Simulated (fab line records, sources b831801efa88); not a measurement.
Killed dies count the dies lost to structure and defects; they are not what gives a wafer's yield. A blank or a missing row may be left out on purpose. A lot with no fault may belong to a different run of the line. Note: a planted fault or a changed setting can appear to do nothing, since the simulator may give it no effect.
Which tool was responsible? / flow sky130 / 13 lots with 39 wafers sampled at 4 steps, on a route of 708 steps

== WHAT THE GAUGES READ, wafer by wafer ==
SKY_DNWELL_TW_MEAS_09. Usual: DNWELL_TW 1109, standard deviation 14.
lot=L123; measured=day 3 01:16; on=filmMetro-01; DNWELL_TW=1094 1096 1096; flag=
lot=L125; measured=day 3 14:54; on=filmMetro-01; DNWELL_TW=1102 1098 1102; flag=
lot=L126; measured=day 3 20:08; on=filmMetro-02; DNWELL_TW=1125 1123 1117; flag=
lot=L128; measured=day 4 11:31; on=filmMetro-01; DNWELL_TW=1100 1098 1100; flag=
lot=L129; measured=day 4 22:56; on=filmMetro-02; DNWELL_TW=1128 1132 1126; flag=
lot=L132; measured=day 5 10:31; on=filmMetro-02; DNWELL_TW=1121 1124 1124; flag=
lot=L133; measured=day 5 11:28; on=filmMetro-02; DNWELL_TW=1118 1118 1115; flag=
lot=L134; measured=day 5 17:17; on=filmMetro-01; DNWELL_TW=1086 1081 1078; flag=
lot=L135; measured=day 5 22:52; on=filmMetro-01; DNWELL_TW=1086 1089 1089; flag=
lot=L136; measured=day 6 05:04; on=filmMetro-02; DNWELL_TW=1123 1120 1121; flag=
lot=L143; measured=day 8 07:34; on=filmMetro-03; DNWELL_TW=1096 1104 1098; flag=
lot=L145; measured=day 8 19:52; on=filmMetro-03; DNWELL_TW=1099 1098 1100; flag=
lot=L146; measured=day 8 20:13; on=filmMetro-01; DNWELL_TW=1116 1116 1109; flag=

SKY_SD_P_CD_MEAS_07: the cd target is 380 nm. Usual: cdNm at 379.6 nm, with a standard deviation of 2.5.
lot=L123; measured=day 24 17:41; on=cdSem-02; cdNm (nm)=379.7 377.9 380.1; flag=
lot=L125; measured=day 25 15:26; on=cdSem-02; cdNm (nm)=381.5 379.1 379.7; flag=
lot=L126; measured=day 26 04:53; on=cdSem-01; cdNm (nm)=381.2 378.7 379.2; flag=
lot=L128; measured=day 27 12:27; on=cdSem-02; cdNm (nm)=383.1 380.8 380.2; flag=
lot=L129; measured=day 27 21:19; on=cdSem-01; cdNm (nm)=380.7 381.8 381.4; flag=
lot=L132; measured=day 28 23:58; on=cdSem-01; cdNm (nm)=380.3 380.4 378.7; flag=
lot=L133; measured=day 28 22:15; on=cdSem-02; cdNm (nm)=379.0 378.6 376.6; flag=
lot=L134; measured=day 29 01:12; on=cdSem-02; cdNm (nm)=378.6 380.5 377.1; flag=
lot=L135; measured=day 29 10:44; on=cdSem-01; cdNm (nm)=377.8 380.8 378.9; flag=
lot=L136; measured=day 29 20:42; on=cdSem-02; cdNm (nm)=377.0 378.8 378.8; flag=
lot=L143; measured=day 32 17:24; on=cdSem-02; cdNm (nm)=378.5 379.2 380.3; flag=
lot=L145; measured=day 33 11:02; on=cdSem-02; cdNm (nm)=381.2 378.9 379.2; flag=
lot=L146; measured=day 33 16:53; on=cdSem-01; cdNm (nm)=373.3 374.6 373.4; flag=

== WHAT TOOL EACH LOT RAN ON (gives the tool, then ch and the chambers of the sampled wafers, and finally the start) ==
lot=L123; SKY_DNWELL_EXPOSE_04=ilineStepper-02 ch 0, day 2 18:00; SKY_NWELL_STRIP_14=plasmaAsher-04 ch 0,1, day 4 08:06
lot=L125; SKY_DNWELL_EXPOSE_04=ilineStepper-01 ch 0, day 3 06:56; SKY_NWELL_STRIP_14=plasmaAsher-04 ch 0,1, day 4 23:39
lot=L126; SKY_DNWELL_EXPOSE_04=ilineStepper-01 ch 0, day 3 11:37; SKY_NWELL_STRIP_14=plasmaAsher-04 ch 1, day 5 05:24
lot=L128; SKY_DNWELL_EXPOSE_04=ilineStepper-01 ch 0, day 4 03:54; SKY_NWELL_STRIP_14=plasmaAsher-04 ch 0,1, day 5 22:41
lot=L129; SKY_DNWELL_EXPOSE_04=ilineStepper-01 ch 0, day 4 14:10; SKY_NWELL_STRIP_14=plasmaAsher-04 ch 0,1, day 6 11:51
lot=L132; SKY_DNWELL_EXPOSE_04=ilineStepper-01 ch 0, day 5 01:22; SKY_NWELL_STRIP_14=plasmaAsher-02 ch 1, day 6 23:36
lot=L133; SKY_DNWELL_EXPOSE_04=ilineStepper-02 ch 0, day 5 02:26; SKY_NWELL_STRIP_14=plasmaAsher-04 ch 0,1, day 7 01:17
lot=L134; SKY_DNWELL_EXPOSE_04=ilineStepper-01 ch 0, day 5 08:04; SKY_NWELL_STRIP_14=plasmaAsher-02 ch 0,1, day 7 06:14
lot=L135; SKY_DNWELL_EXPOSE_04=ilineStepper-02 ch 0, day 5 14:18; SKY_NWELL_STRIP_14=plasmaAsher-02 ch 0,1, day 7 12:19
lot=L136; SKY_DNWELL_EXPOSE_04=ilineStepper-02 ch 0, day 5 20:05; SKY_NWELL_STRIP_14=plasmaAsher-04 ch 0,1, day 7 19:23
lot=L143; SKY_DNWELL_EXPOSE_04=ilineStepper-02 ch 0, day 7 21:40; SKY_NWELL_STRIP_14=plasmaAsher-02 ch 0,1, day 10 03:02
lot=L145; SKY_DNWELL_EXPOSE_04=ilineStepper-01 ch 0, day 8 10:16; SKY_NWELL_STRIP_14=plasmaAsher-01 ch 0,1, day 10 16:31
lot=L146; SKY_DNWELL_EXPOSE_04=ilineStepper-02 ch 0, day 8 10:31; SKY_NWELL_STRIP_14=plasmaAsher-04 ch 0,1, day 10 16:52
- SKY_DNWELL_EXPOSE_04: exposes mask DNM, target cd 3000 nm.
- SKY_NWELL_STRIP_14: strips in O2/N2.

== AS READ BY THE TOOLS THEMSELVES (means over the sampled wafers that have a number; for cases with no such wafer, the mark the record gives instead) ==
SKY_NWELL_STRIP_14. Usual: drypumpMotorCurrentA 5.8 A, standard deviation 0.33; oesProductAu 0.723 a.u., standard deviation 0.0045; stripTimeToEndpointS 36.89 s, standard deviation 0.11.
lot=L123; tool=plasmaAsher-04; drypumpMotorCurrentA (A)=5.7; oesProductAu (a.u.)=0.721; stripTimeToEndpointS (s)=36.89; flag=
lot=L125; tool=plasmaAsher-04; drypumpMotorCurrentA (A)=5.8; oesProductAu (a.u.)=0.721; stripTimeToEndpointS (s)=36.91; flag=
lot=L126; tool=plasmaAsher-04; drypumpMotorCurrentA (A)=5.9; oesProductAu (a.u.)=0.723; stripTimeToEndpointS (s)=36.75; flag=
lot=L128; tool=plasmaAsher-04; drypumpMotorCurrentA (A)=5.8; oesProductAu (a.u.)=0.724; stripTimeToEndpointS (s)=36.94; flag=
lot=L129; tool=plasmaAsher-04; drypumpMotorCurrentA (A)=5.7; oesProductAu (a.u.)=0.718; stripTimeToEndpointS (s)=36.97; flag=
lot=L132; tool=plasmaAsher-02; drypumpMotorCurrentA (A)=6.1; oesProductAu (a.u.)=0.725; stripTimeToEndpointS (s)=36.70; flag=
lot=L133; tool=plasmaAsher-04; drypumpMotorCurrentA (A)=5.8; oesProductAu (a.u.)=0.730; stripTimeToEndpointS (s)=36.82; flag=
lot=L134; tool=plasmaAsher-02; drypumpMotorCurrentA (A)=6.0; oesProductAu (a.u.)=0.722; stripTimeToEndpointS (s)=36.82; flag=
lot=L135; tool=plasmaAsher-02; drypumpMotorCurrentA (A)=6.0; oesProductAu (a.u.)=0.723; stripTimeToEndpointS (s)=36.95; flag=
lot=L136; tool=plasmaAsher-04; drypumpMotorCurrentA (A)=5.7; oesProductAu (a.u.)=0.718; stripTimeToEndpointS (s)=36.90; flag=
lot=L143; tool=plasmaAsher-02; drypumpMotorCurrentA (A)=6.0; oesProductAu (a.u.)=0.723; stripTimeToEndpointS (s)=36.92; flag=
lot=L145; tool=plasmaAsher-01; drypumpMotorCurrentA (A)=5.1; oesProductAu (a.u.)=0.726; stripTimeToEndpointS (s)=36.71; flag=
lot=L146; tool=plasmaAsher-04; drypumpMotorCurrentA (A)=5.7; oesProductAu (a.u.)=0.725; stripTimeToEndpointS (s)=36.93; flag=

== THE ANSWER, worked out from the rows above alone ==
Rule: lot off if the mean of its wafers having a number is beyond 3 standard deviations from the usual mean. Also off: a lot with no number at a reading for which 4 or more lots have one. The other lots that the step has rows for count as sound. After the gauges, taken in route order, come the tools' own readings; for these a lot's mean is taken, as printed above. The first step at which some lot is off is used, and at that step the reading that is off furthest; a lot without a number counts as furthest.
Across all readings shown, no lot is off: no conclusion can be drawn from this.

== WHAT WAS PUT IN BY THE SIMULATOR ==
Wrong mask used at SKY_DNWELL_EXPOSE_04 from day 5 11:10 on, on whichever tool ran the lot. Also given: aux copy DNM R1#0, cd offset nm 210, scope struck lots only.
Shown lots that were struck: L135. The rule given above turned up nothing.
